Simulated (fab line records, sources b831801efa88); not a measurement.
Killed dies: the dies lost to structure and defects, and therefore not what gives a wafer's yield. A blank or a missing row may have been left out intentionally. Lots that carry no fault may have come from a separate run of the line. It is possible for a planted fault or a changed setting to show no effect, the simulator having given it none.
Chamber matching :: flow sky130 :: 4 sister chambers for SKY_VIA2_ETCH_14 on rie-diel-03
The step etches BARC in N2/H2, stops on SiO2, time 45.9 s, target depth 60 nm. 7 wafers are shown with their chamber, then 10 later ones without.

## WAFERS, EACH WITH ITS CHAMBER
wafer: L074.1
chamber: 3
drypump-motor-current-A (A): 6.2
throttle-valve-pct (%): 13.214

wafer: L080.2
chamber: 2
drypump-motor-current-A (A): 5.2
throttle-valve-pct (%): 13.217

wafer: L081.3
chamber: 1
drypump-motor-current-A (A): 5.4
throttle-valve-pct (%): 13.231

wafer: L081.4
chamber: 0
drypump-motor-current-A (A): 6.1
throttle-valve-pct (%): 13.234

wafer: L081.5
chamber: 0
drypump-motor-current-A (A): 6.0
throttle-valve-pct (%): 13.218

wafer: L087.1
chamber: 1
drypump-motor-current-A (A): 5.4
throttle-valve-pct (%): 13.227

wafer: L087.3
chamber: 2
drypump-motor-current-A (A): 5.2
throttle-valve-pct (%): 13.239

## WAFERS WITHOUT THEIR CHAMBER
wafer: L087.4
drypump-motor-current-A (A): 5.2
throttle-valve-pct (%): 13.229

wafer: L091.2
drypump-motor-current-A (A): 5.4
throttle-valve-pct (%): 13.228

wafer: L091.5
drypump-motor-current-A (A): 5.4
throttle-valve-pct (%): 13.230

wafer: L091.6
drypump-motor-current-A (A): 5.2
throttle-valve-pct (%): 13.228

wafer: L095.2
drypump-motor-current-A (A): 5.4
throttle-valve-pct (%): 13.237

wafer: L095.3
drypump-motor-current-A (A): 6.0
throttle-valve-pct (%): 13.234

wafer: L095.6
drypump-motor-current-A (A): 6.0
throttle-valve-pct (%): 13.217

wafer: L096.2
drypump-motor-current-A (A): 6.0
throttle-valve-pct (%): 13.213

wafer: L096.4
drypump-motor-current-A (A): 5.2
throttle-valve-pct (%): 13.230

wafer: L096.6
drypump-motor-current-A (A): 5.4
throttle-valve-pct (%): 13.238

## WHICH CHAMBER EACH ONE RAN IN
wafer: L087.4
from the rows above: 2
in truth: 2

wafer: L091.2
from the rows above: 1
in truth: 1

wafer: L091.5
from the rows above: 1
in truth: 1

wafer: L091.6
from the rows above: 2
in truth: 2

wafer: L095.2
from the rows above: 1
in truth: 1

wafer: L095.3
from the rows above: 0
in truth: 0

wafer: L095.6
from the rows above: 0
in truth: 0

wafer: L096.2
from the rows above: 0
in truth: 0

wafer: L096.4
from the rows above: 2
in truth: 2

wafer: L096.6
from the rows above: 1
in truth: 1
10 of 10 placed correctly. Left unplaced by these rows: 0. Wrongly placed: 0.
How it was worked out, from the rows above alone: a wafer's distance from a chamber is the root of the sum, over the readings, of the square of ((its reading less the chamber's mean) divided by the reading's scatter). The wafer belongs to the nearest chamber; if the next one is less than 2 further off, it can't be placed. The mean given for a chamber averages the wafers shown for that chamber. How the scatter is found: for the shown wafers, subtract from each reading the mean of its chamber, square and add these, divide the total by (wafers less chambers), then take the root.
